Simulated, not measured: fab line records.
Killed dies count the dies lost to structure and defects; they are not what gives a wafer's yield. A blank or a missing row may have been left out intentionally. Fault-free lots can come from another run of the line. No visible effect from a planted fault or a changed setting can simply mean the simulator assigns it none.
Matching of chambers + flow gf180mcu + GF_V5_ETCH_16 on rie diel-01 has 4 sister chambers
The step etches BARC in N2/H2. 4 wafers are shown with their chamber, then 7 later ones without.

== WAFERS WITH THEIR CHAMBER ==
| wafer  | chamber | drypump motor current A (A) |
|--------|---------|-----------------------------|
| L755.6 | 2       | 5.6                         |
| L756.6 | 3       | 5.4                         |
| L758.1 | 1       | 5.7                         |
| L758.3 | 0       | 5.9                         |

== WAFERS WHOSE CHAMBER IS MISSING ==
| wafer  | drypump motor current A (A) |
|--------|-----------------------------|
| L758.6 | 5.7                         |
| L759.2 | 5.9                         |
| L759.3 | 5.7                         |
| L759.6 | 5.4                         |
| L764.4 | 5.5                         |
| L764.5 | 5.4                         |
| L764.6 | 5.6                         |

== WHICH CHAMBER EACH ONE RAN IN ==
| wafer  | from the rows above     | in truth |
|--------|-------------------------|----------|
| L758.6 | 1                       | 1        |
| L759.2 | 0                       | 0        |
| L759.3 | 1                       | 1        |
| L759.6 | 3                       | 3        |
| L764.4 | can't be placed: 2 or 3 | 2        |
| L764.5 | 3                       | 3        |
| L764.6 | 2                       | 2        |
Correct placement for 6 of the 7. Cannot be placed on the basis of these rows: 1; the candidates contain the true chamber in 1. Number placed wrongly: 0.
How it was worked out, from the rows above alone: a wafer's distance from a chamber is the root of the sum, over the readings, of the square of ((its reading less the chamber's mean) divided by the reading's scatter). If the next closest chamber is less than 2 further off than the closest, the wafer can't be placed; otherwise it belongs to the closest. Each chamber's mean is taken over the wafers shown for it. The scatter: root of mean squared gap, hidden wafer to nearest shown wafer, with one shown wafer a chamber.
